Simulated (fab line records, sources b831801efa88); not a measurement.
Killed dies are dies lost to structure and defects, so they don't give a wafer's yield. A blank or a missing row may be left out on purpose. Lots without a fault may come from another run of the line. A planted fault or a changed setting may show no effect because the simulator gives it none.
Chamber matching | flow gf180mcu | GF_V2_ETCH_16 on rie_diel-03: 4 sister chambers
The step etches BARC in N2/H2. 4 wafers are shown with their chamber, then 9 later ones without.

WAFERS WITH THEIR CHAMBER
wafer  | chamber | drypump_motor_current_A (A)
L757.2 | 3       | 5.4
L768.1 | 1       | 5.7
L768.3 | 2       | 5.9
L768.4 | 0       | 5.7

WAFERS WITHOUT THEIR CHAMBER
wafer  | drypump_motor_current_A (A)
L771.4 | 5.4
L771.5 | 5.7
L771.6 | 5.9
L776.3 | 5.8
L776.4 | 5.8
L776.6 | 5.8
L775.1 | 5.8
L775.2 | 5.4
L775.5 | 5.8

WHICH CHAMBER EACH WENT THROUGH
wafer  | from the rows above          | in truth
L771.4 | 3                            | 3
L771.5 | can't be placed: 0 or 1      | 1
L771.6 | 2                            | 2
L776.3 | can't be placed: 0 or 1 or 2 | 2
L776.4 | can't be placed: 0 or 1 or 2 | 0
L776.6 | can't be placed: 0 or 1 or 2 | 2
L775.1 | can't be placed: 0 or 1 or 2 | 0
L775.2 | 3                            | 3
L775.5 | can't be placed: 0 or 1 or 2 | 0
Placed correctly: 3 of 9. Can't be placed from these rows: 6 (the true chamber is among the candidates in 6). Placed wrongly: 0.
How it was worked out, from the rows above alone: a wafer's distance from a chamber is the root of the sum, over the readings, of the square of ((its reading less the chamber's mean) divided by the reading's scatter). The wafer belongs to the nearest chamber; if the next one is less than 2 further off, it can't be placed. A chamber's mean is the mean of its shown wafers. The scatter: with one shown wafer a chamber, the root of the mean of the squares of how far each hidden wafer lies from its nearest shown one.
